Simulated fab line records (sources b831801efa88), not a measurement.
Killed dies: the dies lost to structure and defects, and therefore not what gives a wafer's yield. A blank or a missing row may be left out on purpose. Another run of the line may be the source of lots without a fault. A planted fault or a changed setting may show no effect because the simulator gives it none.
fab line records | flow sky130
[record] lots = 6 wafers = 18 last_day = 50
route steps=708 shown VIA3@587 METAL4@598 PAD_OPEN@708
lots with no fault: from the same line, run without faults
start_h: hours from the record's first day to the start of the lot's first wafer shown | wait_h: hours elapsed since this lot's preceding step | " unchanged from the row above | L1.1+2: several wafers, shown together as one row | - no value present, or no start provided | * or withheld: withheld | < > ~ a bound
route shown NAME@n: names a module that has steps shown in the file, with the first one's number in the route | usual: average and standard deviation across the fault-free wafers | same: alike in all rows | chamber/n: place in a boat | sites: per-site readings | _std_site: their standard deviation | _edge_site: inner sites' mean taken away from outer sites' mean | radius_mm: for every site, how far away it sits from the centre of the wafer | mask NAME#n: copy n | behind: the tool/chamber that last shaped the wafer | hold: why the lot was held/for how many hours/how that ended | device: the transistor (n, p or np) that didn't switch | end of line: the tests these same wafers got at the end of their route | step lacking rows: just its recipe | killed: dies lost to structure and defects at the first sort, not the wafer's yield | map: shows each die of a wafer: x if killed, . if not, _ if none is there
set.NAME: the run value of the setting; set.NAME@STEP: its run value at that earlier step | model.NAME: the simulator's own value behind a step, which no gauge read
a table for each step, a row for each wafer; lots at some steps of the route
services: the hour from which a tool's chamber was out of use, counted from the record's first day as start_h (under 0 if before that day), plus the number of hours and why
[[steps]]
[step SKY_VIA3_ETCH_14]
[recipe] chemistry = N2/H2 target = BARC ion_energy_ev = 200 source_w = 500 bias_w = 100 pressure_mtorr = 30 n2_flow_sccm = 100 h2_flow_sccm = 200 stop_on = SiO2 time_s = 45.9 target_depth_a = 600
[step SKY_VIA3_ETCH_15]
[recipe] target = SiO2 chemistry = C4F8/O2/Ar target_depth_nm = 507 stop_on = TiN mask_material = KrF-thick source_w = 1500 bias_w = 1200 pressure_mtorr = 40 c4f8_flow_sccm = withheld O2_flow_sccm = 6 Ar_flow_sccm = 300 time_s = 78
[usual] oes_product_au = 0.945/0.0048
// columns lot.wafer tool chamber start_h wait_h oes_product_au rf_hours_counter_h
L197.1 rie_diel-03 0 994.13 0.0 0.953 21
L197.2 " 3 " " 0.944 4
L197.6 " 2 " " 0.945 -
L201.1 rie_diel-02 1 1021.53 0.0 0.940 15
L201.5 " 1 " " 0.946 -
L201.6 " 0 " " 0.953 -
L205.1 rie_diel-02 2 1036.06 0.0 0.952 0
L205.5 " 2 " " 0.943 -
L205.6 " 3 " " 0.946 -
L206.1 rie_diel-01 3 1040.48 0.0 0.948 11
L206.3 " 1 " " 0.950 11
L206.5 " 3 " " 0.949 -
L208.2 rie_diel-02 0 1044.51 0.0 0.948 17
L208.3 " 2 " " 0.940 1
L208.4 " 3 " " 0.952 9
L213.1 rie_diel-03 1 1069.23 0.0 0.943 9
L213.4 " 2 " " 0.939 22
L213.6 " 2 " " 0.940 -
[step SKY_VIA3_STRIP_16]
[recipe] chemistry = O2/N2 power_w = 1400 pressure_mtorr = 1500 platen_temp_c = withheld o2_flow_sccm = 3000 n2_flow_sccm = 300 overash_fraction = 0.5
[step SKY_VIA3_STRIP_17]
[recipe] chemistry = post_etch_residue_remover time_s = 1200 temp_c = 72.5
[step SKY_VIA3_CLEAN_18]
[recipe] chemistry = IPA time_s = 180 temp_c = 25
[step SKY_VIA3_CLEAN_19]
[recipe] chemistry = O3/DIW dry = n2_spin
[step SKY_VIA3_SPUTTER_20]
[recipe] material = TiN target_thk_nm = 20 chamber_pressure_pa = 5 power_w = 4000 time_s = 80
[usual] chamber_pressure_pa = 4.999/0.0093 throttle_valve_pct = 30.4/0.83
// columns lot.wafer tool chamber start_h wait_h chamber_pressure_pa throttle_valve_pct
L197.1 pvd_sputter-03 - 994.78 0.0 5.015 30.5
L197.2 " - " " 4.992 31.8
L197.6 " - " " 5.008 30.4
L201.1 pvd_sputter-03 - 1022.28 0.0 5.000 30.4
L201.5 " - " " 4.992 30.2
L201.6 " - " " 5.004 31.8
L205.1 pvd_sputter-01 - 1037.07 0.0 5.005 29.8
L205.5 " - " " 4.987 31.1
L205.6 " - " " 5.010 30.3
L206.1 pvd_sputter-02 - 1041.14 0.0 5.013 29.8
L206.3 " - " " 5.010 29.2
L206.5 " - " " 5.012 30.6
L208.2 pvd_sputter-02 - 1045.20 0.0 4.991 29.0
L208.3 " - " " 5.015 30.5
L208.4 " - " " 5.005 29.9
L213.1 pvd_sputter-03 - 1069.89 0.0 5.004 30.6
L213.4 " - " " 5.015 29.6
L213.6 " - " " 4.993 31.8
[step SKY_VIA3_CVD_21]
[recipe] material = W target_thk_nm = 390 time_s = 117.31 temp_c = 400 pressure_torr = 40
[usual] heater_power_w = 801/29 susceptor_temp_C = 399.96/0.23
// columns lot.wafer tool chamber start_h wait_h heater_power_w since_wet_clean_h susceptor_temp_C
L197.1 cvd_w-01 1 994.85 0.0 820 77 399.73
L197.2 " 0 " " 798 77 399.90
L197.6 " 0 " " 799 - 400.23
L201.1 cvd_w-01 1 1022.34 0.0 819 104 399.83
L201.5 " 0 " " 801 - 399.70
L201.6 " 1 " " 835 - 399.65
L205.1 cvd_w-01 0 1037.13 0.0 784 119 399.78
L205.5 " 1 " " 838 - 399.94
L205.6 " 0 " " 794 - 399.87
L206.1 cvd_w-01 0 1041.20 0.0 797 123 400.03
L206.3 " 1 " " 831 - 400.28
L206.5 " 1 " " 843 - 399.73
L208.2 cvd_w-02 0 1045.27 0.0 791 641 399.87
L208.3 " 0 " " 816 - 400.19
L208.4 " 1 " " 779 - 399.95
L213.1 cvd_w-02 0 1069.96 0.0 819 666 400.43
L213.4 " 1 " " 780 - 399.95
L213.6 " 0 " " 816 - 400.20
[step SKY_VIA3_RS_MEAS_22]
[recipe] thk_meas_gauge = four-point-probe reads = W_of_VIA3_CVD_21+TiN_of_VIA3_SPUTTER_20
[usual] VIA3_W_RS = 0.294/0.0044
// columns lot.wafer tool chamber start_h wait_h VIA3_W_RS[ohm/sq]
L197.1 film_metro-02 - 994.97 0.1 0.290
L197.2 " - " " 0.294
L197.6 " - " " 0.297
L201.1 film_metro-01 - 1022.47 0.1 0.287
L201.5 " - " " 0.298
L201.6 " - " " 0.287
L205.1 film_metro-02 - 1037.25 0.1 0.296
L205.5 " - " " 0.286
L205.6 " - " " 0.299
L206.1 film_metro-02 - 1041.32 0.1 0.295
L206.3 " - " " 0.284
L206.5 " - " " 0.288
L208.2 film_metro-04 - 1045.41 0.1 0.300
L208.3 " - " " 0.299
L208.4 " - " " 0.297
L213.1 film_metro-02 - 1070.08 0.1 0.300
L213.4 " - " " 0.301
L213.6 " - " " 0.299
[step SKY_VIA3_THK_MEAS_23]
[recipe] thk_meas_gauge = xrf reads = W_of_VIA3_CVD_21
[usual] VIA3_W_THK = 396/7.9
// columns lot.wafer tool chamber start_h wait_h VIA3_W_THK[nm]
L197.1 film_metro-02 - 995.09 0.1 396
L197.2 " - " " 394
L197.6 " - " " 390
L201.1 film_metro-01 - 1022.59 0.1 404
L201.5 " - " " 386
L201.6 " - " " 404
L205.1 film_metro-02 - 1037.37 0.1 388
L205.5 " - " " 399
L205.6 " - " " 385
L206.1 film_metro-02 - 1041.44 0.1 390
L206.3 " - " " 404
L206.5 " - " " 402
L208.2 film_metro-04 - 1045.52 0.1 396
L208.3 " - " " 399
L208.4 " - " " 401
L213.1 film_metro-02 - 1070.20 0.1 383
L213.4 " - " " 378
L213.6 " - " " 382
[step SKY_VIA3_CMP_24]
[recipe] stop_on = SiO2 t_overpolish_s = 20 down_force_psi = 3.5 platen_rpm = 60 target_thk_nm = 0 pad_velocity_m_s = 0.94248
[usual] edge_zone_pressure_frac = 1.000/0.0046 motor_current_A = 11.0/1.1 overpolish_run_s = 20.000/0.0097 slurry_flow_ml_min = 149.9/0.46 time_to_endpoint_s = 93/3.1
// columns lot.wafer tool chamber start_h wait_h edge_zone_pressure_frac motor_current_A overpolish_run_s slurry_flow_ml_min time_to_endpoint_s
L197.2 cmp-01 1 995.20 0.1 1.000 12.2 19.999 150.1 94
L197.1 " 2 " " 0.994 8.6 20.004 149.8 95
L197.6 " 1 " " 1.002 11.7 20.005 150.1 90
L201.1 cmp-02 2 1022.75 0.1 1.007 11.3 20.018 150.5 95
L201.5 " 0 " " 1.004 11.2 19.997 149.4 94
L201.6 " 1 " " 0.997 11.2 19.993 150.0 96
L205.1 cmp-01 1 1037.58 0.2 1.006 11.5 19.998 150.4 88
L205.5 " 2 " " 0.994 8.5 19.992 149.2 95
L205.6 " 3 " " 1.013 11.0 20.007 149.9 95
L206.1 cmp-02 3 1041.55 0.1 1.005 10.5 19.991 149.9 91
L206.3 " 0 " " 1.000 11.9 20.004 150.1 96
L206.5 " 3 " " 1.004 9.9 20.009 150.5 93
L208.4 cmp-02 2 1045.57 0.0 0.993 11.0 20.019 150.0 90
L208.2 " 0 " " 0.999 11.6 19.992 149.5 89
L208.3 " 1 " " 0.992 11.0 20.006 150.3 87
L213.4 cmp-01 3 1070.26 0.0 1.006 11.2 19.992 150.3 96
L213.1 " 2 " " 0.999 8.3 19.998 150.9 94
L213.6 " 3 " " 1.005 11.4 19.994 149.8 97
[step SKY_METAL4_SPUTTER_00]
[recipe] material = Ti target_thk_nm = 15 power_w = 3000 time_s = 10 chamber_pressure_pa = 0.4
[usual] chamber_pressure_pa = 0.3998/0.00083 throttle_valve_pct = 30.0/0.89
// columns lot.wafer tool chamber start_h wait_h chamber_pressure_pa throttle_valve_pct
L197.1 pvd_sputter-04 - 995.45 0.1 0.4000 29.8
L197.2 " - " " 0.3995 29.8
L197.6 " - " " 0.3996 28.3
L201.1 pvd_sputter-02 - 1022.95 0.1 0.3988 29.6
L201.5 " - " " 0.4003 29.7
L201.6 " - " " 0.3991 30.6
L205.1 pvd_sputter-02 - 1037.73 0.1 0.4003 29.5
L205.5 " - " " 0.4002 28.8
L205.6 " - " " 0.4006 29.9
L206.1 pvd_sputter-03 - 1041.80 0.2 0.3988 31.9
L206.3 " - " " 0.3984 30.7
L206.5 " - " " 0.3990 32.1
L208.2 pvd_sputter-02 - 1045.87 0.1 0.3993 29.2
L208.3 " - " " 0.4010 29.8
L208.4 " - " " 0.4003 29.2
L213.1 pvd_sputter-03 - 1070.56 0.1 0.4003 30.9
L213.4 " - " " 0.4003 29.5
L213.6 " - " " 0.3996 30.7
[step SKY_METAL4_SPUTTER_01]
[recipe] material = TiN target_thk_nm = 20 power_w = 6500 time_s = 16.7 chamber_pressure_pa = 0.4
[usual] chamber_pressure_pa = 0.4001/0.00075 throttle_valve_pct = 30.1/0.86
// columns lot.wafer tool chamber start_h wait_h chamber_pressure_pa throttle_valve_pct model.TiN_of_METAL4_SPUTTER_01.thk_nm
L197.1 pvd_sputter-04 - 995.47 0.0 0.4004 29.8 19.92
L197.2 " - " " 0.4001 29.9 20.04
L197.6 " - " " 0.3998 28.9 19.97
L201.1 pvd_sputter-02 - 1022.97 0.0 0.3999 29.9 19.71
L201.5 " - " " 0.4002 29.2 19.91
L201.6 " - " " 0.3998 30.4 19.94
L205.1 pvd_sputter-02 - 1037.76 0.0 0.3998 29.4 19.7
L205.5 " - " " 0.4011 28.9 19.74
L205.6 " - " " 0.4011 30.0 29.31
L206.1 pvd_sputter-03 - 1041.83 0.0 0.4006 31.9 20.08
L206.3 " - " " 0.3997 30.7 20.16
L206.5 " - " " 0.3997 31.8 19.92
L208.2 pvd_sputter-02 - 1045.89 0.0 0.3991 29.3 29.52
L208.3 " - " " 0.3999 30.1 19.89
L208.4 " - " " 0.3989 29.6 19.87
L213.1 pvd_sputter-03 - 1070.58 0.0 0.3995 30.6 19.93
L213.4 " - " " 0.4004 29.6 20.13
L213.6 " - " " 0.4014 30.8 20.07
[step SKY_METAL4_SPUTTER_02]
[recipe] material = AlCu target_thk_nm = 735 power_w = 10600 time_s = 39.1 chamber_pressure_pa = 0.4
[step SKY_PAD_OPEN_PROBE_99]
[usual] defect_limited_yield = 82.3/1.9 killed_at_M0_to_M3 = 43/7.4 killed_at_M4_up = 3.3/2 killed_at_contacts = 24/5.4 killed_at_front_end = 16/4.2 killed_at_other = 0.3/0.61 killed_dies = 87/9.4 killed_on_rim = 17/3.8 killed_open = 47/7.3 killed_short = 40/6.7 sort_bin_3_pad_short = 0.9/0.43 sort_bin_5_function = 10.4/1.4 sort_bin_6_memory = 6.4/1.2 sort_n_pass = 405/9.4 sort_yield_pct = 82.3/1.9
[same] gross_dies = 492 killed_at_back_side = 0 sort_bin_4_leakage[%] = 0 sort_bin_8_speed[%] = 0
// columns lot.wafer tool chamber start_h wait_h defect_limited_yield[%] killed_at_M0_to_M3 killed_at_M4_up killed_at_contacts killed_at_front_end killed_at_other killed_dies killed_on_rim killed_open killed_short sort_bin_3_pad_short[%] sort_bin_5_function[%] sort_bin_6_memory[%] sort_n_pass sort_yield_pct[%]
L197.1 prober-02 - 1131.16 0.1 81.5 46 4 18 23 0 91 20 47 42 0.4 10.6 7.5 401 81.5
L197.2 prober-02 - 1131.21 0.1 84.1 43 0 17 16 2 78 16 39 38 1.0 8.5 6.3 414 84.1
L197.6 prober-02 - 1131.41 0.2 81.7 51 3 19 17 0 90 18 58 30 0 11.4 6.9 402 81.7
L201.1 prober-02 - 1155.38 0.1 82.1 43 1 28 16 0 88 16 48 40 1.0 9.6 7.3 404 82.1
L201.5 prober-02 - 1155.58 0.2 84.3 32 4 29 12 0 77 16 42 35 0.8 10.6 4.3 415 84.3
L201.6 prober-02 - 1155.63 0.2 81.9 53 3 22 11 0 89 17 46 43 0.6 11.4 6.1 403 81.9
L205.1 prober-02 - 1167.03 0.1 79.3 53 2 23 23 1 102 15 59 43 1.2 11.2 8.3 390 79.3
L205.5 prober-02 - 1167.23 0.2 81.1 33 4 32 23 1 93 17 41 50 1.4 11.8 5.7 399 81.1
L205.6 prober-02 - 1167.28 0.2 82.5 39 2 24 21 0 86 23 51 35 0.6 11.4 5.5 406 82.5
L206.1 prober-02 - 1169.14 0.1 80.3 42 3 36 16 0 97 17 53 43 0.4 11.8 7.5 395 80.3
L206.3 prober-02 - 1169.24 0.2 78.3 36 3 36 32 0 107 14 65 41 1.0 12.6 8.1 385 78.3
L206.5 prober-02 - 1169.34 0.2 81.3 42 7 22 21 0 92 15 47 45 1.6 9.1 7.9 400 81.3
L208.2 prober-02 - 1172.60 0.1 81.5 42 3 30 16 0 91 19 47 44 1.0 11.0 6.5 401 81.5
L208.3 prober-02 - 1172.65 0.2 82.1 44 3 19 22 0 88 19 49 39 1.0 11.0 5.9 404 82.1
L208.4 prober-02 - 1172.70 0.2 84.8 32 4 23 16 0 75 15 36 39 1.4 8.1 5.7 417 84.8
L213.1 prober-02 - 1193.02 0.1 84.6 26 1 22 27 0 76 16 36 39 1.4 7.7 6.3 416 84.6
L213.4 prober-02 - 1193.17 0.2 80.7 54 3 18 19 1 95 19 50 45 1.2 11.4 6.7 397 80.7
L213.6 prober-02 - 1193.27 0.2 85.0 32 3 22 16 1 74 9 32 42 0.8 7.1 7.1 418 85.0
// killed by level:class
L197.1 VIA1:geometric_particle:open=12 VIA3:geometric_particle:short=8 VIA2:geometric_particle:open=8 FIELD_ISO:geometric_particle:open=7 METAL2:geometric_particle:short=7 LOCAL_INTERCONNECT:geometric_particle:short=5 CONTACT:geometric_particle:short=5 FIELD_ISO:geometric_particle:short=4
L197.2 VIA2:geometric_particle:open=8 METAL1:geometric_particle:short=7 VIA1:geometric_particle:open=6 FIELD_ISO:geometric_particle:open=5 CONTACT:geometric_particle:open=5 LOCAL_INTERCONNECT:geometric_particle:short=5 VIA1:geometric_particle:short=5 METAL2:geometric_particle:short=5
L197.6 CONTACT:geometric_particle:open=11 VIA3:geometric_particle:open=11 VIA2:geometric_particle:open=11 VIA1:geometric_particle:open=9 FIELD_ISO:geometric_particle:open=5 VIA2:geometric_particle:short=5 VIA3:geometric_particle:short=4 POLY_GATE:geometric_particle:open=3
L201.1 VIA3:geometric_particle:open=10 LOCAL_INTERCONNECT:geometric_particle:short=9 VIA1:geometric_particle:open=9 FIELD_ISO:geometric_particle:short=7 LI_CONTACT:geometric_particle:open=7 CONTACT:geometric_particle:open=6 METAL2:geometric_particle:short=5 VIA2:geometric_particle:open=4
L201.5 CONTACT:geometric_particle:open=11 LI_CONTACT:geometric_particle:open=6 VIA3:geometric_particle:open=6 FIELD_ISO:geometric_particle:short=5 LI_CONTACT:geometric_particle:short=5 VIA2:geometric_particle:open=5 CONTACT:geometric_particle:short=4 METAL2:geometric_particle:short=4
L201.6 VIA1:geometric_particle:open=11 VIA2:geometric_particle:open=8 LI_CONTACT:geometric_particle:open=7 VIA1:geometric_particle:short=7 METAL2:geometric_particle:short=7 VIA3:geometric_particle:open=6 VIA3:geometric_particle:short=5 POLY_GATE:geometric_particle:open=4
L205.1 VIA1:geometric_particle:open=17 CONTACT:geometric_particle:open=11 POLY_GATE:geometric_particle:open=8 METAL3:geometric_particle:short=7 VIA1:geometric_particle:short=7 CONTACT:geometric_particle:short=6 POLY_GATE:geometric_particle:short=5 LI_CONTACT:geometric_particle:open=5
L205.5 CONTACT:geometric_particle:open=11 POLY_GATE:geometric_particle:short=9 VIA1:geometric_particle:open=8 LI_CONTACT:geometric_particle:open=7 LOCAL_INTERCONNECT:geometric_particle:short=7 METAL2:geometric_particle:short=6 FIELD_ISO:geometric_particle:short=5 CONTACT:geometric_particle:short=5
L205.6 LI_CONTACT:geometric_particle:open=12 VIA1:geometric_particle:open=10 POLY_GATE:geometric_particle:open=7 CONTACT:geometric_particle:open=6 FIELD_ISO:geometric_particle:short=5 CONTACT:geometric_particle:short=5 METAL2:geometric_particle:short=5 VIA3:geometric_particle:open=5
L206.1 CONTACT:geometric_particle:open=14 LI_CONTACT:geometric_particle:open=11 VIA1:geometric_particle:short=9 VIA1:geometric_particle:open=9 VIA3:geometric_particle:open=8 LOCAL_INTERCONNECT:geometric_particle:short=5 METAL1:geometric_particle:short=5 FIELD_ISO:geometric_particle:short=4
L206.3 CONTACT:geometric_particle:open=18 VIA1:geometric_particle:open=13 POLY_GATE:geometric_particle:open=10 CONTACT:geometric_particle:short=10 FIELD_ISO:geometric_particle:short=8 LI_CONTACT:geometric_particle:open=6 VIA3:geometric_particle:open=5 FIELD_ISO:geometric_particle:open=4
L206.5 VIA1:geometric_particle:open=9 METAL1:geometric_particle:short=8 LI_CONTACT:geometric_particle:open=7 CONTACT:geometric_particle:short=6 FIELD_ISO:geometric_particle:short=5 CONTACT:geometric_particle:open=5 POLY_GATE:geometric_particle:open=4 POLY_GATE:geometric_particle:short=4
L208.2 VIA1:geometric_particle:short=10 CONTACT:geometric_particle:open=8 CONTACT:geometric_particle:short=8 LI_CONTACT:geometric_particle:open=7 VIA1:geometric_particle:open=7 VIA3:geometric_particle:open=7 METAL1:geometric_particle:short=6 VIA2:geometric_particle:open=6
L208.3 FIELD_ISO:geometric_particle:short=10 LI_CONTACT:geometric_particle:open=8 VIA1:geometric_particle:short=8 FIELD_ISO:geometric_particle:open=7 VIA3:geometric_particle:open=7 METAL1:geometric_particle:short=7 CONTACT:geometric_particle:open=6 VIA2:geometric_particle:open=6
L208.4 CONTACT:geometric_particle:open=8 FIELD_ISO:geometric_particle:open=7 VIA1:geometric_particle:open=7 LOCAL_INTERCONNECT:geometric_particle:short=6 METAL2:geometric_particle:short=6 VIA1:geometric_particle:short=5 METAL1:geometric_particle:short=4 METAL4:geometric_particle:short=4
L213.1 FIELD_ISO:geometric_particle:short=9 CONTACT:geometric_particle:open=8 POLY_GATE:geometric_particle:open=6 LI_CONTACT:geometric_particle:open=5 LOCAL_INTERCONNECT:geometric_particle:short=4 CONTACT:geometric_particle:short=4 VIA1:geometric_particle:short=4 POLY_GATE:geometric_particle:short=3
L213.4 VIA1:geometric_particle:open=12 VIA3:geometric_particle:open=8 METAL1:geometric_particle:short=7 FIELD_ISO:geometric_particle:short=6 CONTACT:geometric_particle:open=6 METAL3:geometric_particle:short=6 METAL1:geometric_particle:open=5 POLY_GATE:geometric_particle:open=4
L213.6 LI_CONTACT:geometric_particle:open=8 FIELD_ISO:geometric_particle:short=6 VIA1:geometric_particle:open=6 VIA2:geometric_particle:short=6 METAL2:geometric_particle:short=5 LOCAL_INTERCONNECT:geometric_particle:short=5 LI_CONTACT:geometric_particle:short=4 CONTACT:geometric_particle:open=4
[[services]]
// columns tool chamber start_h hours kind
cvd_w-02 1 973.58 10.3 repair
rie_diel-02 0 977.53 2.9 repair
cmp-02 - 980.36 0.3 repair
cmp-02 - 994.34 8.3 repair
pvd_sputter-01 - 996.10 4.9 repair
rie_diel-02 2 1014.32 - clean
rie_diel-02 2 1014.32 18.8 scheduled_down
rie_diel-02 2 1014.32 18.8 vent_cycle
pvd_sputter-04 - 1020.52 7.2 repair
rie_diel-02 1 1023.04 21.3 repair
cmp-01 - 1028.42 2.2 repair
cmp-01 - 1031.06 1.0 repair
cmp-02 - 1034.54 1.0 repair
pvd_sputter-03 1 1037.11 - consumable_replace:kit
pvd_sputter-03 1 1037.11 18.0 scheduled_down
pvd_sputter-03 1 1037.11 18.0 vent_cycle
rie_diel-01 0 1038.02 4.0 repair
pvd_sputter-01 1 1040.97 - consumable_replace:kit
pvd_sputter-01 1 1040.97 18.0 scheduled_down
pvd_sputter-04 - 1043.05 3.0 repair
rie_diel-03 2 1043.98 2.8 repair
rie_diel-02 3 1058.18 2.2 repair
pvd_sputter-01 - 1058.27 3.3 repair
cmp-02 - 1062.84 3.5 repair
[[key]]
first_sign none at tools or gauges
[model_effect] step = SKY_METAL4_SPUTTER_01 value = TiN_of_METAL4_SPUTTER_01.thk_nm without = 19.84 struck = 29.42
met_at SKY_METAL4_SPUTTER_01
struck_wafers L205.6,L208.2
onset_between 1022.97 1037.76
[fault] kind = process_parameter_drift tool = pvd_sputter-02 chamber = - onset_h = 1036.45 steps = SKY_METAL4_SPUTTER_01 channel = target_thk_nm offset = 9.5781 shape = step end_h = 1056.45 scope = struck_wafers_only acts_in = these_recipes_only stated = 20
